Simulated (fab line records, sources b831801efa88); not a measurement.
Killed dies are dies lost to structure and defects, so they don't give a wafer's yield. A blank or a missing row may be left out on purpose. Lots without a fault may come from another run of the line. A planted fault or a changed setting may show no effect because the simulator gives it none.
Chamber matching | flow gf180mcu | GF_V2_CVD_02 on pecvd-02: 3 sister chambers
The step deposits SiO2 from TEOS, target thk 850 nm, time 94.851 s. 14 wafers are shown with their chamber, then 7 later ones without.

WAFERS WITH THEIR CHAMBER
wafer  | chamber | heater_power_w (W)
L878.2 | 2       | 635
L878.3 | 0       | 613
L878.6 | 1       | 441
L879.2 | 2       | 645
L879.4 | 2       | 509
L879.6 | 1       | 366
L880.1 | 1       | 385
L880.2 | 2       | 565
L880.5 | 1       | 461
L884.1 | 2       | 617
L884.2 | 1       | 470
L884.5 | 1       | 370
L885.2 | 0       | 659
L885.4 | 1       | 463

SIGNATURES (means of the wafers above)
reading        | chamber 0 | chamber 1 | chamber 2 | scatter within a chamber
heater_power_w | 636.00    | 422.29    | 594.20    | 49.6
Rule: a wafer's distance from a chamber is the root of the sum, over the readings, of the square of ((its reading less the chamber's mean) divided by the reading's scatter). The wafer belongs to the nearest chamber; if the next one is less than 2 further off, it can't be placed. The scatter: the root of (the sum of the squares of (reading less its chamber's mean) over the shown wafers, divided by (wafers less chambers)).

WAFERS WITHOUT THEIR CHAMBER
wafer  | heater_power_w (W)
L885.5 | 522
L887.1 | 536
L887.2 | 522
L887.6 | 583
L888.1 | 609
L888.3 | 533
L888.6 | 570

WHICH CHAMBER EACH WENT THROUGH
wafer  | from the rows above          | in truth
L885.5 | can't be placed: 2 or 1 or 0 | 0
L887.1 | can't be placed: 2 or 0 or 1 | 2
L887.2 | can't be placed: 2 or 1 or 0 | 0
L887.6 | can't be placed: 2 or 0      | 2
L888.1 | can't be placed: 2 or 0      | 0
L888.3 | can't be placed: 2 or 0 or 1 | 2
L888.6 | can't be placed: 2 or 0      | 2
Placed correctly: 0 of 7. Can't be placed from these rows: 7 (the true chamber is among the candidates in 7). Placed wrongly: 0.
